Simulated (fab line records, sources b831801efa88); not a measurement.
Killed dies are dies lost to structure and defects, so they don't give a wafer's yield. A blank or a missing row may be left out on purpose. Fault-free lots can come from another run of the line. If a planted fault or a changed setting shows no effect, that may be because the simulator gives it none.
Chamber matching    flow sky130    SKY_VIA3_CMP_02 on cmp-01 has 4 sister chambers
The step polishes SiO2. 14 wafers are shown with their chamber, then 7 later ones without.

WAFERS, EACH WITH ITS CHAMBER
wafer   chamber  motor current A (A)  slurry flow ml min
L074.1  2        12.1                 149.7
L074.3  3        10.4                 149.6
L074.5  0        10.7                 150.2
L075.2  2        12.4                 150.6
L075.5  2        12.0                 150.0
L075.6  3        10.7                 150.5
L080.1  2        11.7                 149.3
L080.2  3        10.9                 150.4
L080.3  1        10.0                 149.5
L085.2  3        11.3                 150.1
L085.5  1        9.6                  149.6
L085.6  0        11.1                 150.0
L093.4  1        10.5                 150.0
L093.5  2        11.8                 149.8

SIGNATURES (averages over the wafers above)
reading             chamber 0  chamber 1  chamber 2  chamber 3  scatter within a chamber
motor current A     10.900     10.033     12.000     10.825     0.348
slurry flow ml min  150.100    149.700    149.880    150.150    0.395
Rule: for each reading, subtract the chamber's mean from the wafer's reading, divide by that reading's scatter and square the result; add these up over the readings and take the root, which gives the wafer's distance from the chamber. The wafer belongs to the nearest chamber; if the next one is less than 2 further off, it can't be placed. The scatter is the square root of a quotient: the sum, over the shown wafers, of each reading's squared deviation from its chamber's mean, divided by wafers minus chambers.

WAFERS WITH NO CHAMBER GIVEN
wafer   motor current A (A)  slurry flow ml min
L093.6  10.7                 150.3
L092.2  10.8                 149.6
L092.4  9.8                  150.7
L092.5  10.6                 150.2
L097.4  10.7                 150.4
L097.5  10.6                 150.3
L097.6  9.7                  150.5

EACH ONE'S CHAMBER
wafer   from the rows above           in truth
L093.6  can't be placed: 3 or 0 or 1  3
L092.2  can't be placed: 0 or 3 or 1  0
L092.4  can't be placed: 1 or 3 or 0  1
L092.5  can't be placed: 3 or 0 or 1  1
L097.4  can't be placed: 3 or 0 or 1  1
L097.5  can't be placed: 3 or 0 or 1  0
L097.6  can't be placed: 1 or 3 or 0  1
Correctly placed: 0 of 7. Can't be placed from these rows: 7 (the true chamber is among the candidates in 7). 0 placed wrongly.
